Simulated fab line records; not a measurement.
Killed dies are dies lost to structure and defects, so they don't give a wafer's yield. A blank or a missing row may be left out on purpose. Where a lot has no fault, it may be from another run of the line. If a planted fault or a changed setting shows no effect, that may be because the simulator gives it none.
The tool behind it: which one?	flow gf180mcu	14 lots, 42 wafers sampled, at 3 steps of a route of 602

## WHAT EACH GAUGE READ, for each wafer
GF_MIM_THK_MEAS_06. Usual: for MIM_CVD_05_THK the level is 42.1 nm and the standard deviation is 0.52.
lot	measured	on	MIM_CVD_05_THK (nm)	flag
L981	day 25 01:22	film-metro-03	41.9 42.3 41.9	
L982	day 25 05:36	film-metro-04	41.3 41.3 42.3	
L983	day 25 16:55	film-metro-03	41.3 41.9 42.5	
L985	day 26 07:57	film-metro-04	41.1 41.6 41.4	
L986	day 26 13:08	film-metro-03	42.0 42.3 42.8	
L987	day 27 03:23	film-metro-01	41.7 42.0 42.0	
L988	day 27 05:19	film-metro-04	41.8 41.9 42.2	
L991	day 28 05:46	film-metro-03	41.1 41.8 41.9	
L992	day 28 14:20	film-metro-01	41.8 42.3 42.3	
L995	day 29 06:53	film-metro-03	42.5 41.7 43.0	
L100	day 30 19:44	film-metro-03	42.7 42.1 43.0	
L101	day 30 22:41	film-metro-04	42.0 42.6 42.7	
L102	day 31 08:04	film-metro-04	42.3 42.4 42.8	
L103	day 31 16:32	film-metro-04	41.4 41.5 41.6	

## EACH LOT AND THE TOOL THAT RAN IT (in order: tool; ch and the chambers of the sampled wafers; start)
lot	GF_VT_IMPLANT_DEVELOP_06	GF_MIM_SPUTTER_02
L981	litho-track-03 ch 0, day 5 21:41	pvd-sputter-02, day 25 01:13
L982	litho-track-02 ch 0, day 6 03:40	pvd-sputter-01, day 25 05:28
L983	litho-track-02 ch 0, day 6 10:22	pvd-sputter-01, day 25 16:46
L985	litho-track-02 ch 0, day 6 21:01	pvd-sputter-01, day 26 07:49
L986	litho-track-04 ch 0, day 7 01:28	pvd-sputter-01, day 26 13:01
L987	litho-track-03 ch 0, day 7 13:28	pvd-sputter-01, day 27 03:16
L988	litho-track-02 ch 0, day 7 17:09	pvd-sputter-04, day 27 05:11
L991	litho-track-03 ch 0, day 8 12:37	pvd-sputter-02, day 28 05:38
L992	litho-track-02 ch 0, day 8 17:58	pvd-sputter-04, day 28 14:13
L995	litho-track-02 ch 0, day 9 10:12	pvd-sputter-01, day 29 06:45
L100	litho-track-03 ch 0, day 10 18:10	pvd-sputter-02, day 30 19:37
L101	litho-track-03 ch 0, day 11 02:04	pvd-sputter-04, day 30 22:34
L102	litho-track-04 ch 0, day 11 05:37	pvd-sputter-01, day 31 07:56
L103	litho-track-04 ch 0, day 11 15:49	pvd-sputter-04, day 31 16:25
- GF_VT_IMPLANT_DEVELOP_06: develop time 60 s.
- GF_MIM_SPUTTER_02: material AlCu, target thk 450 nm, time 23.9 s.

## WHAT THE TOOLS THEMSELVES READ (means of the sampled wafers that have a number; where no wafer has one, the mark that the record gives instead)
GF_MIM_SPUTTER_02. Usual: 30.1 % for throttle-valve-pct, sd 1.1.
lot	tool	throttle-valve-pct (%)	flag
L981	pvd-sputter-02	30.2	
L982	pvd-sputter-01	30.0	
L983	pvd-sputter-01	29.9	
L985	pvd-sputter-01	30.3	
L986	pvd-sputter-01	29.1	
L987	pvd-sputter-01	29.2	
L988	pvd-sputter-04	31.0	
L991	pvd-sputter-02	30.4	
L992	pvd-sputter-04	30.3	
L995	pvd-sputter-01	29.7	
L100	pvd-sputter-02	29.9	
L101	pvd-sputter-04	30.3	
L102	pvd-sputter-01	30.0	
L103	pvd-sputter-04	30.6	

## THE ANSWER, worked out from the rows above alone
Rule: lot off if the mean of its wafers having a number is beyond 3 standard deviations from the usual mean. A lot without any number at a reading at which 4 lots or more have one is off too. Any other lot the step has rows for is counted as sound. Order of review: gauges by route order, followed by the tools' own readings, for which a lot's mean as printed above is used. At the first step where some lot is off, the reading lying furthest off is the one used; lots without a number count as furthest.
No lot is off on any of the readings shown, so nothing can be concluded from this.

## WHAT HAD BEEN PUT IN BY THE SIMULATOR
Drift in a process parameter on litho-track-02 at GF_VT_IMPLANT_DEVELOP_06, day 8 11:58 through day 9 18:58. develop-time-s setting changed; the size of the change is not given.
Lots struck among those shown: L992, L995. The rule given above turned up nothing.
